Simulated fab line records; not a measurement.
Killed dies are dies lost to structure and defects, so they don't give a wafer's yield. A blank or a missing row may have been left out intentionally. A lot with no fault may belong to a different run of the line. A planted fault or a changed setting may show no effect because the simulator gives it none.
The tool behind it: which one? ; flow sky130 ; 14 lots with 42 wafers sampled at 3 steps, on a route of 708 steps

== WHAT THE GAUGES READ, wafer by wafer ==
SKY_METAL1_OVL_MEAS_16.
lot;measured;on;METAL1_OVL (nm)
L576;day 32 21:00;overlay-02;5 6 -1
L578;day 33 06:14;overlay-01;10 7 6
L577;day 33 08:36;overlay-01;2 -3 -1
L580;day 34 09:15;overlay-01;2 -1 -1
L579;day 34 13:37;overlay-01;1 7 0
L581;day 34 21:24;overlay-02;2 8 5
L582;day 35 08:16;overlay-01;1 0 -1
L583;day 35 12:05;overlay-01;2 6 9
L587;day 37 01:03;overlay-02;0 1 -3
L590;day 37 04:20;overlay-02;-6 -4 -2
L594;day 38 11:56;overlay-01;8 15 9
L595;day 38 16:17;overlay-01;0 7 0
L596;day 38 23:04;overlay-01;8 4 7
L597;day 39 11:07;overlay-02;2 3 11

== WHAT TOOL EACH LOT RAN ON (gives the tool, then ch and the chambers of the sampled wafers, and finally the start) ==
lot;SKY_CONTACT_ETCH_17;SKY_METAL1_SPUTTER_03
L576;rie-diel-04 ch 0,2,3, day 31 16:04;pvd-sputter-01, day 31 17:29
L578;rie-diel-04 ch 0,1,2, day 32 01:09;pvd-sputter-01, day 32 02:36
L577;rie-diel-02 ch 1,2,3, day 32 04:34;pvd-sputter-04, day 32 05:58
L580;rie-diel-02 ch 1,2,3, day 33 04:14;pvd-sputter-04, day 33 05:42
L579;rie-diel-04 ch 0,2,3, day 33 08:57;pvd-sputter-04, day 33 10:23
L581;rie-diel-01 ch 1,3, day 33 16:13;pvd-sputter-04, day 33 17:40
L582;rie-diel-01 ch 0,1,3, day 34 03:59;pvd-sputter-02, day 34 05:26
L583;rie-diel-01 ch 0,3, day 34 07:32;pvd-sputter-01, day 34 08:56
L587;rie-diel-04 ch 0,2, day 35 21:05;pvd-sputter-01, day 35 22:29
L590;rie-diel-04 ch 0,1, day 36 00:37;pvd-sputter-04, day 36 02:02
L594;rie-diel-01 ch 0,1,2, day 37 09:06;pvd-sputter-02, day 37 10:32
L595;rie-diel-02 ch 1,2,3, day 37 13:40;pvd-sputter-01, day 37 15:04
L596;rie-diel-04 ch 0,1,2, day 37 20:48;pvd-sputter-01, day 37 22:13
L597;rie-diel-04 ch 0,2, day 38 08:10;pvd-sputter-04, day 38 09:34
- SKY_CONTACT_ETCH_17: etches SiO2 in C4F8/O2/Ar, stops on Si3N4, target depth 340 nm.
- SKY_METAL1_SPUTTER_03: material Ti, target thk 5 nm, time 3.3 s.

== WHAT THE TOOLS THEMSELVES READ (means of the sampled wafers that have a number; where no wafer has one, the mark that the record gives instead) ==
SKY_CONTACT_ETCH_17.
lot;tool;oes-product-au (a.u.)
L576;rie-diel-04;0.888
L578;rie-diel-04;0.890
L577;rie-diel-02;0.891
L580;rie-diel-02;0.892
L579;rie-diel-04;0.884
L581;rie-diel-01;0.889
L582;rie-diel-01;0.894
L583;rie-diel-01;0.893
L587;rie-diel-04;0.893
L590;rie-diel-04;0.891
L594;rie-diel-01;0.892
L595;rie-diel-02;0.893
L596;rie-diel-04;0.885
L597;rie-diel-04;0.893

SKY_METAL1_SPUTTER_03.
lot;tool;throttle-valve-pct (%)
L576;pvd-sputter-01;29.7
L578;pvd-sputter-01;29.2
L577;pvd-sputter-04;30.9
L580;pvd-sputter-04;30.7
L579;pvd-sputter-04;32.3
L581;pvd-sputter-04;30.6
L582;pvd-sputter-02;30.1
L583;pvd-sputter-01;29.9
L587;pvd-sputter-01;30.1
L590;pvd-sputter-04;31.2
L594;pvd-sputter-02;30.1
L595;pvd-sputter-01;29.5
L596;pvd-sputter-01;29.6
L597;pvd-sputter-04;31.9

== THE ANSWER, worked out from the rows above alone ==
Rule: usual is defined by the lots themselves. The widest of any qualifying gaps counts: lots, ordered by their means at a reading, are off when they make up no more than a third of the lots, leave a main group of 4 or more, and stand apart from it by 3 or more times the standard deviation of that group's means. Not used: any main group whose means are identical at the precision the tables above print for the reading. A lot without any number at a reading at which 4 lots or more have one is off too. Where the step has rows for the other lots, those lots are counted as sound. Order of review: gauges by route order, followed by the tools' own readings, for which a lot's mean as printed above is used. The first step at which some lot is off is used, and at that step the reading that is off furthest; a lot without a number counts as furthest.
Nothing can be told from this: no lot is off at any reading shown.

== WHAT HAD BEEN PUT IN BY THE SIMULATOR ==
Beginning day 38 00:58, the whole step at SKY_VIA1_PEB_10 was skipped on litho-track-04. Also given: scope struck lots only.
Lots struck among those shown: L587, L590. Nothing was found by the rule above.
